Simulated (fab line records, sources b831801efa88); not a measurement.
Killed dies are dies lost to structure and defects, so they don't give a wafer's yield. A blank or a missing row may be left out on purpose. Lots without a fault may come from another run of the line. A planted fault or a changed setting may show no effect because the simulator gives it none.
Split-lot experiment | flow sfq_line | 5 lots, 23 wafers read, on a route of 325 steps

THE SPLIT
At SFQ_TRILAYER_M3_BARC_OPEN_METAL_ETCH_100 (etches BARC in O2, target depth 125 nm, time 41.7 s), the setting icp_w was moved away from the recipe's 600 W on 8 of the 23 wafers read, by -11.5% to +7.0%. The other wafers ran this setting at the recipe's value.

The reading is taken at the split's own step.

THE READING
KrF_of_TRILAYER_M3_LITHO_COAT_075.thk_nm (the simulator's own value, which no gauge read), in nm, at SFQ_TRILAYER_M3_BARC_OPEN_METAL_ETCH_100 (etches BARC in O2, target depth 125 nm, time 41.7 s). The file gives no usual value for it. The 15 wafers here that ran the recipe average 523.1 nm, standard deviation 1.3 nm.

wafer  | tool, chamber at the split | icp_w as run, W | against the recipe | KrF_of_TRILAYER_M3_LITHO_COAT_075.thk_nm, nm | against lot-mates on the recipe
L075.1 | rie_metal-01, 0            | 600             | recipe             | 524.1                                        | -
L075.2 | rie_metal-01, 1            | 600             | recipe             | 522                                          | -
L075.3 | rie_metal-01, 0            | 600             | recipe             | 522.5                                        | -
L075.5 | rie_metal-01, 1            | 600             | recipe             | 522.4                                        | -
L075.6 | rie_metal-01, 0            | 600             | recipe             | 524.4                                        | -
L080.1 | rie_metal-04, 1            | 600             | recipe             | 521                                          | -
L080.3 | rie_metal-04, 1            | 539             | -10.2%             | 526.6                                        | +5.0
L080.4 | rie_metal-04, 0            | 539             | -10.2%             | 526.7                                        | +5.1
L080.5 | rie_metal-04, 0            | 539             | -10.2%             | 527.4                                        | +5.8
L080.6 | rie_metal-04, 1            | 600             | recipe             | 522.2                                        | -
L082.1 | rie_metal-04, 0            | 600             | recipe             | 521.4                                        | -
L082.2 | rie_metal-04, 1            | 530.8           | -11.5%             | 526.4                                        | +4.9
L082.4 | rie_metal-04, 0            | 530.8           | -11.5%             | 525.6                                        | +4.1
L082.5 | rie_metal-04, 0            | 600             | recipe             | 521.7                                        | -
L082.6 | rie_metal-04, 1            | 530.8           | -11.5%             | 526.3                                        | +4.8
L084.1 | rie_metal-01, 0            | 600             | recipe             | 524.2                                        | -
L084.2 | rie_metal-01, 1            | 641.7           | +7.0%              | 521.3                                        | -3.2
L084.4 | rie_metal-01, 0            | 600             | recipe             | 524.9                                        | -
L084.5 | rie_metal-01, 0            | 600             | recipe             | 524.4                                        | -
L084.6 | rie_metal-01, 1            | 641.7           | +7.0%              | 523.1                                        | -1.4
L085.2 | rie_metal-01, 0            | 600             | recipe             | 523                                          | -
L085.3 | rie_metal-01, 1            | 600             | recipe             | 525.3                                        | -
L085.4 | rie_metal-01, 0            | 600             | recipe             | 523.7                                        | -

THE FIT
A straight line over all 23 wafers: KrF_of_TRILAYER_M3_LITHO_COAT_075.thk_nm changes by -0.274 nm for each +1% of icp_w; r = -0.78; the points scatter about the line by 1.2 nm.
The same after taking each lot's own level away (the mean of its wafers on the recipe; 23 wafers): -0.427 nm for each +1%; r = -0.95; scatter 0.83 nm.
On that fit, the largest move of icp_w shifts the reading by 4.9 nm.
The lots' own levels span 521.55 to 524.50 nm, that is 2.2 times the standard deviation above.
So the lot-to-lot level blurs the effect unless lot-mates are compared.
Check: with one of the wafers moved furthest among these (-11.5%) left out of the fit, the line predicts +5.1 nm for it against its lot-mates. It came out at +4.85 nm against them.

OTHER SPLITS ON THESE WAFERS
These wafers also went through other splits before the reading. Each is held against what the fit with the lots' levels taken away leaves over:
other split on the same wafers                            | wafers away from the commonest value | r with KrF_of_TRILAYER_M3_LITHO_COAT_075.thk_nm (lot level and that fit taken away)
SFQ_TRILAYER_I1_VIA_BARC_OPEN_VIA_ETCH_071 time_s         | 7                                    | -0.21
SFQ_TRILAYER_M2_LITHO_COAT_057 spin_rpm                   | 9                                    | +0.03
SFQ_TRILAYER_M2_LITHO_EXPOSE_058 dose_mj                  | 4                                    | +0.31
SFQ_TRILAYER_I2_DEP_PECVD_063 time_s                      | 9                                    | -0.04
SFQ_TRILAYER_I2_VIA_LITHO_COAT_067 resist_thk_nm          | 7                                    | +0.47
SFQ_TRILAYER_I2_VIA_BARC_OPEN_VIA_ETCH_096 pressure_mtorr | 15                                   | +0.01

THE FILE'S OWN FIT
KrF_of_TRILAYER_M3_LITHO_COAT_075.thk_nm changes by -0.431 nm for each +1% of icp_w, r = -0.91.
